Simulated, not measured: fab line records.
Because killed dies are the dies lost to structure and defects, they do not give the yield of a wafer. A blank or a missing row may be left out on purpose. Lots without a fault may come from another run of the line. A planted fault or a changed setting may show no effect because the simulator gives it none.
Code-filled problem report in 8D (eight disciplines) form / flow gf180mcu / the parts of the form that need people (team, actions taken, sign-off) are left out

== 1. PROBLEM STATEMENT ==
Wafers free of any fault read 46.09 ohm/sq (standard deviation 0.08) for NSD_RS at GF_PSD_RS_MEAS_14, against a mean of 42.70 ohm/sq on 6 wafers of 2 lots. That is -42 standard deviations from the usual mean.
The step: measures by four-point-probe.
Earliest sighting: wafer L843.1 on filmMetro-04 at day 20 13:38. The record holds 33 wafers of 11 lots with a number at this step. The rule behind "out" and "out of limits": a value lying over 4 standard deviations away from the usual mean. The other wafers with a number count as sound.

== 2. WHAT IT IS, WHAT IT ISN'T ==
question=which readings at this step; is=NSD_RS; is not=-
question=which lots; is=L843, L844; is not=L825, L826, L827, L830, L831, L833, L834, L837, L840
question=which wafers of those lots; is=all that have a number; is not=-
question=read on which gauges; is=filmMetro-04; is not=filmMetro-01, filmMetro-02
question=when; is=from day 20 13:38; is not=up to then (27 sound wafers)

== 3. SUSPECTS, AND WHAT RULES EACH OUT ==
Counting: a tool stays on the suspect list if, at a process step up to the reading, it processed all lots that are out and no sound lot following the first of them.
- the gauge at GF_PSD_RS_MEAS_14: ruled out. All the wafers that are out were read on filmMetro-04, but those of them that GF_NSD_IMPLANT_10 has rows for are out there too, on other tools.
- plasmaAsher-01 at GF_HV_LDD_STRIP_22 (strips in O2/N2): kept. All lots that are out passed through it, beginning with L843 at day 16 10:04, and no sound lot followed; its final sound lot before that point was L840 at day 15 13:59.
- implanter-04 at GF_NSD_IMPLANT_10: kept. All lots that are out passed through it, beginning with L843 at day 19 13:14, and no sound lot followed; its final sound lot before that point was L840 at day 18 12:47. Out on those wafers are its own readings of doseIonsCm2, faradayCurrentUA.
Remaining after the count are plasmaAsher-01 at GF_HV_LDD_STRIP_22 and implanter-04 at GF_NSD_IMPLANT_10.

== 4. THE CAUSE (what the simulator had put in) ==
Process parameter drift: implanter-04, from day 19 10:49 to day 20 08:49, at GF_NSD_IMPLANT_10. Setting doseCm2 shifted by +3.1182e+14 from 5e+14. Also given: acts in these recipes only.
This tool is one of the 2 suspects left after counting.

== 5. SEQUENCE OF EFFECTS, ordered by route ==
Each row: a reading whose mean over the struck wafers that have a number lies more than 3 standard deviations from the usual. Scope: only readings with a usual standard deviation given in the record; hours: median across lots of the time from each lot's start at the first step in this table that gives one to its start at this step; sigmas: change in usual standard deviations.
hours=0; step=GF_NSD_IMPLANT_10; reading=doseIonsCm2; usual=5e+14; on struck wafers=8e+14; change=+3e+14; sigmas=+99 or more
hours=0; step=GF_NSD_IMPLANT_10; reading=endStationPressureTorr; usual=7.3e-06 Torr; on struck wafers=8.7e-06; change=+1.4e-06; sigmas=+3.8
hours=0; step=GF_NSD_IMPLANT_10; reading=faradayCurrentUA; usual=2790; on struck wafers=4456; change=+1666; sigmas=+27
hours=0; step=GF_NSD_STRIP_11; reading=stripTimeToEndpointS; usual=22.96 s; on struck wafers=23.21; change=+0.25; sigmas=+6.1
hours=25; step=GF_PSD_RS_MEAS_14; reading=NSD_RS; usual=46.09 ohm/sq; on struck wafers=42.70; change=-3.39; sigmas=-42
Here are the process steps it includes:
- GF_NSD_IMPLANT_10
- GF_NSD_STRIP_11: strips in O2/N2.
At these later measuring or inspecting steps, every struck wafer for which the step has a row has a number for every such reading, and none has moved that far: GF_SAB_CD_MEAS_09.

== 6. HOW IT WOULD HAVE BEEN CAUGHT EARLIER ==
27 hours passed between the start of the fault at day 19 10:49 and the first reading out of limits at a measuring or inspecting step in this record, taken at day 20 13:38.
Tool's own readings at GF_NSD_IMPLANT_10, doseIonsCm2, faradayCurrentUA: out on all struck wafers the step has rows for; an alarm limit on them would have tripped on the first.
By day 20 13:38, every lot that is out (2) had started GF_NSD_IMPLANT_10 on implanter-04. A hold on the tool at that time would have spared none of them.
